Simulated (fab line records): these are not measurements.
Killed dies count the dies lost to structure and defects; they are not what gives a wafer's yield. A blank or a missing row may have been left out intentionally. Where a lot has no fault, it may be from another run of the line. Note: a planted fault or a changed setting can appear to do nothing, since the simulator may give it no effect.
A single fault, viewed from 2 desks + flow sky130 + what lay behind the numbers comes last; until then each desk has only its own

AT THE METROLOGY DESK
Means of the sampled wafers that have a number, per lot and without regard to the tool the lot ran on: this is what the gauges read. If a lot's mean is further than 4 standard deviations from the usual mean, the lot is out of limits and carries the mark OUT (the distance appears in the brackets).
Columns: A = SD_P_TW at SKY_SD_P_TW_MEAS_11, usual 2845; B = SD_P_RS at SKY_SD_N_RS_MEAS_17, usual 147.1 ohm/sq; C = CONTACT_CVD_00_THK at SKY_CONTACT_THK_MEAS_01, usual 74.9 nm; D = CONTACT_W_RS at SKY_CONTACT_RS_MEAS_25, usual 0.338 ohm/sq
| lot  | first seen here | A    | B                | C    | D     |
|------|-----------------|------|------------------|------|-------|
| L208 | day 25 21:50    | 2860 | 146.7            | 75.5 | 0.331 |
| L209 | day 25 23:21    | 2858 | 146.9            | 73.1 | 0.331 |
| L212 | day 27 03:28    | 2861 | 146.8            | 74.6 | 0.344 |
| L213 | day 27 12:21    | 2852 | 146.6            | 76.4 | 0.339 |
| L214 | day 27 22:43    | 2782 | 149.3 (+5.6) OUT | 73.1 | 0.338 |
| L215 | day 28 07:24    | 2789 | 149.3 (+5.7) OUT | 74.4 | 0.337 |
| L225 | day 31 10:29    | 2846 | 147.7            | 76.1 | 0.336 |
| L226 | day 31 23:27    | 2811 | 147.1            | 76.0 | 0.334 |
| L228 | day 32 05:49    | 2832 | 147.3            | 75.2 | 0.335 |
| L230 | day 32 22:52    | 2839 | 147.3            | 75.4 | 0.337 |
| L231 | day 33 06:35    | 2858 | 147.0            | 75.9 | 0.340 |
This desk reports L214, L215 out of limits; the earliest was L214 at day 30 07:52 (SD_P_RS at SKY_SD_N_RS_MEAS_17). In limits: L208, L209, L212, L213, L225, L226, L228, L230, L231.

THE TOOL OWNER'S DESK: implanter-04
For each lot that ran on this tool, the mean over its sampled wafers that have a number, from the tool's own readings at SKY_SD_P_IMPLANT_09. If a lot's mean is further than 4 standard deviations from the usual mean, the lot is out of limits and carries the mark OUT (the distance appears in the brackets).
Columns: A = beam-on-s at SKY_SD_P_IMPLANT_09, usual 13.0 s; B = tilt-deg at SKY_SD_P_IMPLANT_09, usual -0.005 degrees
| lot  | first seen here | A    | B      |
|------|-----------------|------|--------|
| L208 | day 25 21:35    | 11.9 | -0.016 |
| L209 | day 25 23:06    | 11.7 | 0.009  |
| L213 | day 27 12:06    | 12.0 | 0.021  |
| L214 | day 27 22:28    | 12.1 | 0.005  |
| L215 | day 28 07:11    | 12.1 | -0.015 |
| L226 | day 31 23:12    | 12.0 | -0.014 |
| L231 | day 33 06:21    | 12.0 | 0.005  |
This desk's finding: nothing out of limits on any of the 7 lots.

BROUGHT TOGETHER
Metrology desk: alarm possible at day 30 07:52 on L214, L215.
The desk of the tool owner found nothing out of limits.
On record at the tool owner's desk: L214, L215, within its limits.
Of the lots named, all ran SKY_SD_P_IMPLANT_09 on implanter-04.

WHAT HAD BEEN PUT IN BY THE SIMULATOR
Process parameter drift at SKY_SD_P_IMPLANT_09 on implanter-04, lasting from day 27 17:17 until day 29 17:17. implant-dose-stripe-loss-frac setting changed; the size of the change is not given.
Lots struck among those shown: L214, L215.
Delay in hours, fault start to first out-of-limits reading, per desk: metrology desk 63.
